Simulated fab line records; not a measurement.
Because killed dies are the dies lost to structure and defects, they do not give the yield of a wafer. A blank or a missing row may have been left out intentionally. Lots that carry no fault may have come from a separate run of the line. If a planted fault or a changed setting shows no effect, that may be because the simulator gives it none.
Struck lot and sound lot, side by side :: flow sky130 :: 15 out of 708 route steps
Sound: these wafers, L898.3, L898.5, L898.6. Wafers L914.2, L914.4, L914.5 were the ones struck. At the end, the cause is stated.
At each step with rows: each side's tool, then ch and its chambers, then its first start. Under that, the readings that differ: sound wafers :: struck wafers :: difference of the means :: sigmas: that difference in standard deviations of wafers without a fault.
alike: readings with means less than 2 such deviations apart, plus words and numbers identical on both sides. not compared: withheld readings, readings lacking a value on some wafer, bounds such as >300 that could conceal the same value, and numbers that have no deviation in the record and whose values overlap.
Wherever a step has rows on one side only, a row that says differs or no value, or a row with sigmas, the two part there. Numbers that don't overlap but have no deviation are shown without sigmas and don't part them. Lack of a reading on every wafer of one side parts them only where that side has two or more wafers.

first, 2 steps without rows for these wafers: SKY_NWELL_IMPLANT_12; SKY_NWELL_IMPLANT_13.
SKY_NWELL_STRIP_14: strips in O2/N2.
  sound on plasma-asher-03 ch 0,1, day 5 15:40; struck on plasma-asher-01 ch 0,1, day 9 12:59
  alike: drypump-motor-current-A, n2-flow-sccm, oes-product-au, strip-time-to-endpoint-s
  not compared: rf-hours-counter-h
SKY_NWELL_TW_MEAS_15:
  sound on film-metro-03 at day 5 15:46; struck on film-metro-03 at day 9 13:05
  alike: NWELL_TW
then, 7 steps without rows for these wafers: SKY_NWELL_DEHYDRATE_16 (time 60 s); SKY_NWELL_HMDS_17 (prime time 60 s); SKY_NWELL_COAT_18 (resist thk 3000 nm); SKY_NWELL_SOFTBAKE_19; SKY_NWELL_EXPOSE_20 (exposes mask NWM COMPLEMENT, target cd 840 nm); SKY_NWELL_PEB_21; SKY_NWELL_DEVELOP_22 (develop time 60 s).
SKY_NWELL_OVL_MEAS_23:
  sound on overlay-01 at day 6 09:17; struck on overlay-01 at day 10 11:13
  alike: NWELL_01_OVL
SKY_NWELL_IMPLANT_24:
  sound on implanter-02 ch 0, day 6 09:22; struck on implanter-02 ch 0, day 10 11:16
reading: dose-ions-cm2
sound: 9.189e+12 9.204e+12 9.221e+12
struck: 1.0231e+13 1.0234e+13 1.0229e+13
difference: +1.0267e+12
sigmas: +99 or more

reading: faraday-current-uA
sound: 51.1 52.0 50.4
struck: 55.4 56.3 60.2
difference: +6.1
sigmas: +6
SKY_NWELL_STRIP_25: strips in O2/N2.
  sound on plasma-asher-03 ch 0,1, day 6 09:30; struck on plasma-asher-01 ch 0,1, day 10 11:23
  alike: drypump-motor-current-A, n2-flow-sccm, oes-product-au, strip-time-to-endpoint-s
  not compared: rf-hours-counter-h
-- the record jumps here: 40 days lie between the struck wafers' starts before and after (it left off in module NWELL and takes up again in module PAD_OPEN, whose first step shown is number 708 of the route) --
SKY_PAD_OPEN_PROBE_99:
  sound on prober-01 at day 46 22:19; struck on prober-01 at day 50 12:04
reading: model.etest.pfet_16v.r-on-ohm-um
sound: 1.491e+04 1.487e+04 1.489e+04
struck: 1.432e+04 1.423e+04 1.442e+04
difference: -5.667e+02
sigmas: 

reading: model.etest.res-pwell-under-gate.rs-ohm-sq
sound: 2281 2254 2262
struck: 2133 2144 2127
difference: -131
sigmas: 

reading: model.etest.pfet_16v.drive-ua-um
sound: 243.9 245.9 243.7
struck: 256.3 257.6 257.5
difference: +12.6
sigmas: 

reading: model.etest.field-n.vt-v (V)
sound: 34.84 35.26 34.56
struck: 37.99 38.09 37.95
difference: +3.12
sigmas: 
  alike: killed_at_M0_to_M3, killed_at_M4_up, killed-at-contacts, killed-at-front-end, killed-at-other, killed-dies, killed-on-rim, killed-open, killed-short

WHERE THEY PART
Within this record, at SKY_NWELL_IMPLANT_24 only. Later steps at which nothing parts them and some readings are alike: SKY_NWELL_STRIP_25, SKY_PAD_OPEN_PROBE_99.

WHY: whatever the simulator had introduced
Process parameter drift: implanter-02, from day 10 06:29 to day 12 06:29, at SKY_NWELL_IMPLANT_24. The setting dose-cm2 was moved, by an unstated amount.
